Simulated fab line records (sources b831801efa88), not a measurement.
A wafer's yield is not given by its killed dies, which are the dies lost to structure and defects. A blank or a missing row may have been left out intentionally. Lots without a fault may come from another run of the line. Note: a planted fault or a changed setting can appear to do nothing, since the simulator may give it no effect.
Comparing a struck lot with a sound one + flow sky130 + 17 out of 708 route steps
Sound: wafers L736.2, L736.3, L736.5. Struck: wafers L752.1, L752.4, L752.6. Last of all comes the cause.
Order at every step that has rows: each side's tool, ch and its chambers, its first start. Under that, the readings that differ: sound wafers + struck wafers + difference of the means + sigmas: that difference in standard deviations of wafers without a fault.
alike: words and numbers the same on both sides, and readings whose means are apart by under 2 such deviations; not compared: readings that were withheld, readings missing a value for some wafer, numbers with overlapping values and no deviation given by the record, and bounds like >300 which may hide the same value.
Wherever a step has rows on one side only, a row that says differs or no value, or a row with sigmas, the two part there. Numbers that have no deviation but don't overlap get no sigmas and don't part them. A reading that every wafer of one side lacks parts them only if that side has two wafers or more.

first, 1 step without rows for these wafers: SKY_VT_ADJUST_LVTN_IMPLANT_19.
SKY_VT_ADJUST_LVTN_STRIP_20: strips in O2/N2.
  sound on plasma_asher-04 ch 0,1, day 8 04:24; struck on plasma_asher-01 ch 0,1, day 12 10:40
  alike: chamber_pressure_mTorr, drypump_motor_current_A, oes_product_au, strip_time_to_endpoint_s
  not compared: rf_hours_counter_h
SKY_VT_ADJUST_LVTN_TW_MEAS_21:
  struck on film_metro-04, day 12 10:46; sound on film_metro-02, day 8 04:31
| reading             | sound             | struck            | difference | sigmas |
|---------------------|-------------------|-------------------|------------|--------|
| VT_ADJUST_LVTN_2_TW | 185.7 185.4 185.3 | 190.0 189.4 189.8 | +4.3       | +3     |
then, 7 steps without rows for these wafers: SKY_VT_ADJUST_NCORE_DEHYDRATE_00 (time 60 s); SKY_VT_ADJUST_NCORE_HMDS_01 (prime time 60 s); SKY_VT_ADJUST_NCORE_COAT_02 (resist thk 1140 nm); SKY_VT_ADJUST_NCORE_SOFTBAKE_03 (time 60 s); SKY_VT_ADJUST_NCORE_EXPOSE_04 (exposes mask LVTN COMPLEMENT THIN, target cd 380 nm); SKY_VT_ADJUST_NCORE_PEB_05; SKY_VT_ADJUST_NCORE_DEVELOP_06 (develop time 60 s).
SKY_VT_ADJUST_NCORE_CD_MEAS_07: the cd target is 380 nm.
  struck on cd_sem-02, day 13 10:50; sound on cd_sem-02, day 9 00:49
  alike: cd_nm
SKY_VT_ADJUST_NCORE_OVL_MEAS_08:
  struck on overlay-01, day 13 10:57; sound on overlay-02, day 9 00:55
  alike: VT_ADJUST_NCORE_OVL
SKY_VT_ADJUST_NCORE_IMPLANT_09:
  sound on implanter-01 ch 0, day 9 00:59; struck on implanter-01 ch 0, day 13 10:59
| reading                          | sound                      | struck                       | difference | sigmas      |
|----------------------------------|----------------------------|------------------------------|------------|-------------|
| beam_on_s (s)                    | 9.59 10.03 10.11           | 10.84 10.77 10.71            | +0.86      | +5          |
| end_station_pressure_torr (Torr) | 5.21e-06 5.66e-06 4.85e-06 | 5.599e-05 6.145e-05 6.01e-05 | +5.394e-05 | +99 or more |
| faraday_current_uA               | 14.08 13.51 13.45          | 12.03 12.15 12.17            | -1.56      | -6          |
SKY_VT_ADJUST_NCORE_STRIP_10: strips in O2/N2.
  sound on plasma_asher-04 ch 0, day 9 01:06; struck on plasma_asher-02 ch 0,1, day 13 11:08
  alike: chamber_pressure_mTorr, drypump_motor_current_A, oes_product_au, strip_time_to_endpoint_s
  not compared: rf_hours_counter_h
SKY_VT_ADJUST_NCORE_TW_MEAS_11:
  struck on film_metro-02, day 13 11:14; sound on film_metro-02, day 9 01:13
| reading            | sound             | struck            | difference | sigmas |
|--------------------|-------------------|-------------------|------------|--------|
| VT_ADJUST_NCORE_TW | 217.1 216.9 218.1 | 222.3 222.1 223.9 | +5.4       | +3     |
then, 1 step without rows for these wafers: SKY_VT_ADJUST_HVTR_DEHYDRATE_00 (time 60 s).
-- record jumps: 36 days separate the struck wafers' starts on either side; left off in module VT_ADJUST_HVTR, taken up again in module PAD_OPEN, whose first shown step is the route's number 708 --
SKY_PAD_OPEN_PROBE_99:
  struck on prober-02, day 49 20:59; sound on prober-01, day 46 04:22
| reading                                    | sound                         | struck                        | difference | sigmas |
|--------------------------------------------|-------------------------------|-------------------------------|------------|--------|
| model.etest.nfet_16v.r_on_ohm_um           | 1.428e+04 1.431e+04 1.412e+04 | 1.476e+04 1.485e+04 1.489e+04 | +5.967e+02 |        |
| model.etest.res_pwell_under_gate.rs_ohm_sq | 2270 2300 2287                | 2248 2264 2247                | -33        |        |
| model.etest.pfet_g5v0d10v5.drive_ua_um     | 336.9 340.8 344.8             | 348.3 345.9 346.5             | +6.1       |        |
| model.etest.pfet_g5v0d10v5.off_log10_a_um  | -12.63 -12.36 -12.58          | -11.18 -11.09 -11.37          | +1.31      |        |
| model.etest.pfet_g5v0d10v5.vt_sat_v (V)    | -0.6351 -0.6083 -0.6283       | -0.5178 -0.4948 -0.5111       | +0.1160    |        |
| model.etest.pfet_16v.vt_v (V)              | -1.121 -1.113 -1.111          | -0.9836 -0.9842 -0.9942       | +0.1277    |        |
| model.etest.pfet_g5v0d10v5.vt_v (V)        | -0.8297 -0.8086 -0.8246       | -0.7429 -0.7212 -0.7329       | +0.0886    |        |
| model.etest.pfet_g5v0d10v5.vt_long_v (V)   | -0.9438 -0.9435 -0.9405       | -0.8279 -0.8306 -0.8351       | +0.1114    |        |
  alike: killed_at_M0_to_M3, killed_at_M4_up, killed_at_contacts, killed_at_front_end, killed_at_other, killed_dies, killed_open, killed_short

== WHERE THEY PART ==
Last at SKY_VT_ADJUST_NCORE_TW_MEAS_11 as far as this record goes, first at SKY_VT_ADJUST_LVTN_TW_MEAS_21. Later steps at which nothing parts them and some readings are alike: SKY_PAD_OPEN_PROBE_99.

WHY: what the simulator had put in
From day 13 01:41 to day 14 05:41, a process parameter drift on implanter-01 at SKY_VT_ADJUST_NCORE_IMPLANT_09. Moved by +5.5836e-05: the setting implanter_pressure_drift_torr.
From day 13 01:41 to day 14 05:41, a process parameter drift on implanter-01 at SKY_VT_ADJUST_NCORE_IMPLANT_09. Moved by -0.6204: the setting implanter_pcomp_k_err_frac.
